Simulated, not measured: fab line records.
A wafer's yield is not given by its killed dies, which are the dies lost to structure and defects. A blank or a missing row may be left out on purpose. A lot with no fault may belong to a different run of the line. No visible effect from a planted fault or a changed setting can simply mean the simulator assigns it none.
Matching of chambers -- flow sky130 -- SKY_CONTACT_CVD_00 on pecvd-02: 3 sister chambers
The step deposits Si3N4, target thk 75 nm. 6 wafers are shown with their chamber, then 7 later ones without.

WAFERS, EACH WITH ITS CHAMBER
wafer,chamber,heater_power_w (W)
L941.4,1,653
L943.2,0,782
L943.3,1,583
L943.6,2,622
L949.1,2,644
L949.4,0,735

WAFERS WITHOUT THEIR CHAMBER
wafer,heater_power_w (W)
L949.6,698
L952.2,685
L952.3,647
L952.5,679
L954.2,732
L954.3,669
L954.4,744

WHICH CHAMBER EACH ONE RAN IN
wafer,from the rows above,in truth
L949.6,can't be placed: 0 or 2 or 1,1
L952.2,can't be placed: 2 or 1 or 0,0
L952.3,can't be placed: 2 or 1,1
L952.5,can't be placed: 2 or 1 or 0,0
L954.2,0,0
L954.3,can't be placed: 2 or 1 or 0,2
L954.4,0,0
2 of 7 placed correctly. These rows do not allow placing 5 (true chamber among the candidates in 5). 0 placed wrongly.
How it was worked out, from the rows above alone: a wafer's distance from a chamber is the root of the sum, over the readings, of the square of ((its reading less the chamber's mean) divided by the reading's scatter). If the next closest chamber is less than 2 further off than the closest, the wafer can't be placed; otherwise it belongs to the closest. The mean given for a chamber averages the wafers shown for that chamber. How the scatter is found: for the shown wafers, subtract from each reading the mean of its chamber, square and add these, divide the total by (wafers less chambers), then take the root.
